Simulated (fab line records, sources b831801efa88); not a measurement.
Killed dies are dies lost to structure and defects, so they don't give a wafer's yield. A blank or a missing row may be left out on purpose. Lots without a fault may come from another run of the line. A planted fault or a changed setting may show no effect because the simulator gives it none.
A struck lot beside a sound one | flow sky130 | 44 steps out of a route of 708
Sound: wafers L192.3, L192.4, L192.5. Struck: wafers L214.1, L214.3, L214.5. The cause comes at the end.
At each step with rows: each side's tool, then ch and its chambers, then its first start. Under that, the readings that differ: sound wafers | struck wafers | difference of the means | sigmas: that difference in standard deviations of wafers without a fault.
alike: readings whose means differ by less than 2 such deviations, and words and numbers that are the same on both sides. not compared: withheld readings, readings that some wafer has no value for, bounds like >300 that may hide the same value, and numbers for which the record gives no deviation and whose values overlap.
The two part at a step that has a row with sigmas, a row that says differs or no value, or rows on one side only. Numbers that don't overlap but have no deviation are shown without sigmas and don't part them. A reading that every wafer of one side lacks parts them only if that side has two wafers or more.

first, 3 steps without rows for these wafers: SKY_VIA2_STRIP_17 (strips in post etch residue remover, time 1200 s); SKY_VIA2_CLEAN_18 (cleans in IPA, time 180 s); SKY_VIA2_CLEAN_19 (cleans in O3/DIW).
SKY_VIA2_SPUTTER_20: material TiN, target thk 20 nm, time 80 s.
  sound on pvd_sputter-03, day 36 11:17; struck on pvd_sputter-04, day 42 15:49
  alike: throttle_valve_pct
then, 1 step without rows for these wafers: SKY_VIA2_CVD_21 (deposits W, target thk 420 nm, time 126.4 s).
SKY_VIA2_RS_MEAS_22: measures by four-point-probe.
  sound on film_metro-01, day 36 11:31; struck on film_metro-03, day 42 16:01
  reading            | sound                | struck               | difference | sigmas
  VIA2_W_RS (ohm/sq) | 0.2759 0.2795 0.2798 | 0.2871 0.2835 0.2834 | +0.0063    | +2
SKY_VIA2_THK_MEAS_23: measures by xrf.
  sound on film_metro-01, day 36 11:37; struck on film_metro-03, day 42 16:08
  reading         | sound       | struck      | difference | sigmas
  VIA2_W_THK (nm) | 426 420 418 | 395 396 399 | -25        | -3
then, 2 steps without rows for these wafers: SKY_VIA2_CMP_24 (polishes, stops on SiO2, t overpolish 20 s, target thk 0 nm); SKY_METAL3_SPUTTER_00 (material Ti, target thk 15 nm, time 10 s).
SKY_METAL3_SPUTTER_01: material TiN, target thk 20 nm, time 16.7 s.
  sound on pvd_sputter-02, day 36 11:58; struck on pvd_sputter-02, day 42 16:31
  alike: throttle_valve_pct
then, 1 step without rows for these wafers: SKY_METAL3_SPUTTER_02 (material AlCu, target thk 735 nm, time 39.1 s).
SKY_METAL3_SPUTTER_03: material Ti, target thk 5 nm, time 3.3 s.
  sound on pvd_sputter-02, day 36 12:02; struck on pvd_sputter-02, day 42 16:34
  alike: throttle_valve_pct
SKY_METAL3_SPUTTER_04: material TiN, target thk 70 nm, time 58.3 s.
  sound on pvd_sputter-02, day 36 12:03; struck on pvd_sputter-02, day 42 16:35
  reading                                    | sound             | struck            | difference | sigmas
  model.TiN_of_METAL3_SPUTTER_04.thk_nm (nm) | 71.38 70.99 71.37 | 89.15 89.07 88.99 | +17.82     |
  alike: throttle_valve_pct
then, 1 step without rows for these wafers: SKY_CAPM_CVD_00 (deposits SiO2, target thk 15.5 nm).
SKY_CAPM_THK_MEAS_01:
  sound on film_metro-04, day 36 12:09; struck on film_metro-04, day 42 16:40
  alike: CAPM_CVD_00_THK
SKY_CAPM_SPUTTER_02: material TiN, target thk 200 nm, time 166.7 s.
  sound on pvd_sputter-03, day 36 12:11; struck on pvd_sputter-03, day 42 16:43
  alike: throttle_valve_pct
SKY_CAPM_RS_MEAS_03: measures by four-point-probe.
  sound on film_metro-02, day 36 12:20; struck on film_metro-02, day 42 16:50
  alike: CAPM_TIN_RS
SKY_CAPM_THK_MEAS_04: measures by xrf.
  sound on film_metro-02, day 36 12:26; struck on film_metro-02, day 42 16:57
  alike: CAPM_TIN_THK
then, 7 steps without rows for these wafers: SKY_CAPM_DEHYDRATE_05 (time 60 s); SKY_CAPM_HMDS_06 (prime time 60 s); SKY_CAPM_COAT_07 (resist thk 1140 nm); SKY_CAPM_SOFTBAKE_08 (time 60 s); SKY_CAPM_EXPOSE_09 (exposes mask CAPM, target cd 1000 nm); SKY_CAPM_PEB_10; SKY_CAPM_DEVELOP_11 (develop time 60 s).
SKY_CAPM_OVL_MEAS_12:
  sound on overlay-01, day 37 13:43; struck on overlay-01, day 43 16:01
  alike: CAPM_OVL
then, 1 step without rows for these wafers: SKY_CAPM_METAL_ETCH_13 (etches TiN in Cl2/BCl3, stops on SiO2, target depth 220 nm, time 62.9 s).
SKY_CAPM_STRIP_14: strips in O2/N2.
  sound on plasma_asher-03 ch 0,1, day 37 13:51; struck on plasma_asher-03 ch 0,1, day 43 16:07
  alike: drypump_motor_current_A, oes_product_au, strip_time_to_endpoint_s
  not compared: rf_hours_counter_h
then, 11 steps without rows for these wafers: SKY_CAPM_STRIP_15 (strips in post etch residue remover, time 1200 s); SKY_CAPM_CLEAN_16 (cleans in IPA, time 180 s); SKY_CAPM_CLEAN_17 (cleans in O3/DIW); SKY_METAL3_DEHYDRATE_05 (time 60 s); SKY_METAL3_HMDS_06 (prime time 60 s); SKY_METAL3_COAT_07 (resist thk 60 nm); SKY_METAL3_COAT_08 (resist thk 1140 nm); SKY_METAL3_SOFTBAKE_09 (time 90 s); SKY_METAL3_EXPOSE_10 (exposes mask MM3, target cd 300 nm); SKY_METAL3_PEB_11; SKY_METAL3_DEVELOP_12 (develop time 60 s).
SKY_METAL3_CD_MEAS_13: target cd 300 nm.
  sound on cd_sem-02, day 38 15:52; struck on cd_sem-02, day 44 15:34
  alike: cd_nm
SKY_METAL3_OVL_MEAS_14:
  sound on overlay-01, day 38 15:58; struck on overlay-02, day 44 15:41
  reading         | sound     | struck | difference | sigmas
  METAL3_OVL (nm) | -6 -11 -7 | 7 8 11 | +17        | +2
then, 1 step without rows for these wafers: SKY_METAL3_DESCUM_15 (chemistry O2, time 8 s).
SKY_VIA3_ETCH_15: etches SiO2 in C4F8/O2/Ar, stops on TiN, target depth 507 nm, time 78 s.
  sound on rie_diel-02 ch 1,3, day 39 18:28; struck on rie_diel-02 ch 1,2,3, day 45 14:43
  reading                                    | sound            | struck            | difference | sigmas
  model.TiN_of_METAL3_SPUTTER_04.thk_nm (nm) | 71.3 70.91 71.29 | 89.07 88.99 88.91 | +17.82     |
  alike: oes_product_au
  not compared: rf_hours_counter_h
then, 1 step without rows for these wafers: SKY_PAD_OPEN_PROBE_99.

WHERE THEY PART
First at SKY_VIA2_RS_MEAS_22; last, within this record, at SKY_METAL3_OVL_MEAS_14. Later steps at which nothing parts them and some readings are alike: SKY_VIA3_ETCH_15.

WHY: what the simulator had put in
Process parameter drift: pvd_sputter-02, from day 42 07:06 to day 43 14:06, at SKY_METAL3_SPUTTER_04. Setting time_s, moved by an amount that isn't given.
